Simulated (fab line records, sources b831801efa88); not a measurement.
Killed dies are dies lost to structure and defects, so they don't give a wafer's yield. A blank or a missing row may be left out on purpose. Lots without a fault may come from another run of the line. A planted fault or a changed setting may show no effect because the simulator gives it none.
Which tool did it? | flow gf180mcu | 13 lots, 39 wafers sampled, at 4 steps of a route of 602

WHAT THE GAUGES READ, wafer by wafer
GF_VT_IMPLANT_RS_MEAS_47: measures by four-point-probe.
lot  | measured     | on            | NWELL_RS (ohm/sq)
L836 | day 7 18:54  | film_metro-03 | 490.1 488.2 490.5
L837 | day 8 04:04  | film_metro-03 | 487.8 488.3 486.9
L838 | day 8 11:05  | film_metro-03 | 488.5 488.7 487.7
L842 | day 9 22:34  | film_metro-03 | 485.8 485.7 485.9
L845 | day 10 11:46 | film_metro-03 | 491.8 492.3 491.7
L846 | day 10 13:43 | film_metro-01 | 492.0 491.8 490.8
L847 | day 10 23:01 | film_metro-03 | 486.2 486.9 487.5
L848 | day 11 07:34 | film_metro-03 | 488.5 489.4 489.5
L851 | day 12 02:05 | film_metro-01 | 488.9 487.7 488.4
L852 | day 12 11:13 | film_metro-01 | 489.2 490.5 490.2
L855 | day 13 10:13 | film_metro-03 | 486.3 486.6 486.4
L856 | day 13 11:44 | film_metro-01 | 487.6 487.0 487.9
L857 | day 13 18:15 | film_metro-01 | 486.5 489.2 487.6

GF_SAB_OVL_MEAS_10.
lot  | measured     | on         | SAB_OVL (nm)
L836 | day 15 14:11 | overlay-01 | 2.3 2.2 3.0
L837 | day 15 23:07 | overlay-02 | 0.8 0.9 2.2
L838 | day 16 07:14 | overlay-01 | -0.2 0.9 1.2
L842 | day 18 03:15 | overlay-02 | 2.4 3.2 3.5
L845 | day 18 23:05 | overlay-02 | 1.8 -0.1 1.4
L846 | day 19 03:14 | overlay-01 | 2.5 1.4 1.2
L847 | day 19 11:29 | overlay-02 | 0.6 2.6 1.4
L848 | day 20 01:58 | overlay-01 | -0.5 1.9 0.2
L851 | day 20 21:41 | overlay-01 | 1.3 -1.4 1.5
L852 | day 21 11:02 | overlay-01 | 1.8 0.7 0.9
L855 | day 22 15:59 | overlay-02 | 3.0 2.0 1.8
L856 | day 22 16:17 | overlay-01 | 0.4 1.8 0.4
L857 | day 23 02:33 | overlay-02 | -0.6 0.3 0.5

WHICH TOOL RAN EACH LOT (tool, then ch and the chambers of the sampled wafers, then the start)
lot  | GF_NWELL_IMPLANT_08            | GF_POLY_GATE_STRIP_14
L836 | implanter-03 ch 0, day 3 12:08 | plasma_asher-03 ch 0,1, day 9 12:26
L837 | implanter-02 ch 0, day 3 18:52 | plasma_asher-03 ch 0,1, day 9 21:29
L838 | implanter-01 ch 0, day 3 23:40 | plasma_asher-01 ch 0,1, day 10 03:41
L842 | implanter-03 ch 0, day 5 05:02 | plasma_asher-02 ch 0,1, day 11 16:53
L845 | implanter-01 ch 0, day 5 14:56 | plasma_asher-01 ch 0,1, day 12 07:17
L846 | implanter-01 ch 0, day 5 17:47 | plasma_asher-02 ch 0,1, day 12 10:56
L847 | implanter-02 ch 0, day 6 01:53 | plasma_asher-01 ch 1, day 12 18:32
L848 | implanter-03 ch 0, day 6 07:31 | plasma_asher-02 ch 0,1, day 13 04:32
L851 | implanter-03 ch 0, day 6 22:27 | plasma_asher-01 ch 0,1, day 13 23:23
L852 | implanter-02 ch 0, day 7 05:19 | plasma_asher-01 ch 0,1, day 14 09:35
L855 | implanter-03 ch 0, day 8 01:14 | plasma_asher-03 ch 1, day 15 11:38
L856 | implanter-02 ch 0, day 8 02:32 | plasma_asher-02 ch 0,1, day 15 14:11
L857 | implanter-01 ch 0, day 8 08:01 | plasma_asher-01 ch 0,1, day 15 18:34
- GF_NWELL_IMPLANT_08
- GF_POLY_GATE_STRIP_14: strips in O2/N2.

WHAT THE TOOLS THEMSELVES READ (means of the sampled wafers that have a number; where no wafer has one, the mark that the record gives instead)
GF_NWELL_IMPLANT_08.
lot  | tool         | faraday_current_uA
L836 | implanter-03 | 83.6
L837 | implanter-02 | 84.0
L838 | implanter-01 | 84.6
L842 | implanter-03 | 84.4
L845 | implanter-01 | 84.1
L846 | implanter-01 | 84.1
L847 | implanter-02 | 83.8
L848 | implanter-03 | 85.9
L851 | implanter-03 | 85.3
L852 | implanter-02 | 83.9
L855 | implanter-03 | 86.5
L856 | implanter-02 | 86.1
L857 | implanter-01 | 85.9

GF_POLY_GATE_STRIP_14.
lot  | tool            | drypump_motor_current_A (A) | heater_power_w (W) | oes_product_au (a.u.) | platen_temp_c (C)
L836 | plasma_asher-03 | 5.6                         | 341                | 0.506                 | 249.90
L837 | plasma_asher-03 | 5.5                         | 317                | 0.503                 | 250.12
L838 | plasma_asher-01 | 6.1                         | 362                | 0.510                 | 249.98
L842 | plasma_asher-02 | 5.3                         | 341                | 0.510                 | 250.06
L845 | plasma_asher-01 | 6.1                         | 364                | 0.506                 | 250.11
L846 | plasma_asher-02 | 5.4                         | 341                | 0.504                 | 249.92
L847 | plasma_asher-01 | 5.2                         | 355                | 0.508                 | 250.04
L848 | plasma_asher-02 | 5.4                         | 333                | 0.506                 | 249.89
L851 | plasma_asher-01 | 5.7                         | 356                | 0.505                 | 250.08
L852 | plasma_asher-01 | 5.7                         | 360                | 0.508                 | 249.89
L855 | plasma_asher-03 | 5.6                         | 292                | 0.506                 | 249.84
L856 | plasma_asher-02 | 5.4                         | 333                | 0.502                 | 250.08
L857 | plasma_asher-01 | 6.1                         | 364                | 0.506                 | 249.85

THE ANSWER, worked out from the rows above alone
Rule: what is usual is taken from the lots themselves. Put in order of their means at a reading, lots are off if they are a third of the lots or fewer, leave a main group of 4 or more, and stand apart from it by a gap of 3 or more times the standard deviation of the main group's means; of several such gaps the widest counts. A main group whose means are all the same, to the digits that the tables above print for the reading, isn't used. A lot without any number at a reading at which 4 lots or more have one is off too. The other lots that the step has rows for count as sound. The gauges are gone through in route order, then the tools' own readings, and for those a lot's mean is taken as printed above. The first step at which some lot is off is used, and at that step the reading that is off furthest; a lot without a number counts as furthest.
No lot is off at any reading shown: from this, nothing can be told.

WHAT THE SIMULATOR HAD PUT IN
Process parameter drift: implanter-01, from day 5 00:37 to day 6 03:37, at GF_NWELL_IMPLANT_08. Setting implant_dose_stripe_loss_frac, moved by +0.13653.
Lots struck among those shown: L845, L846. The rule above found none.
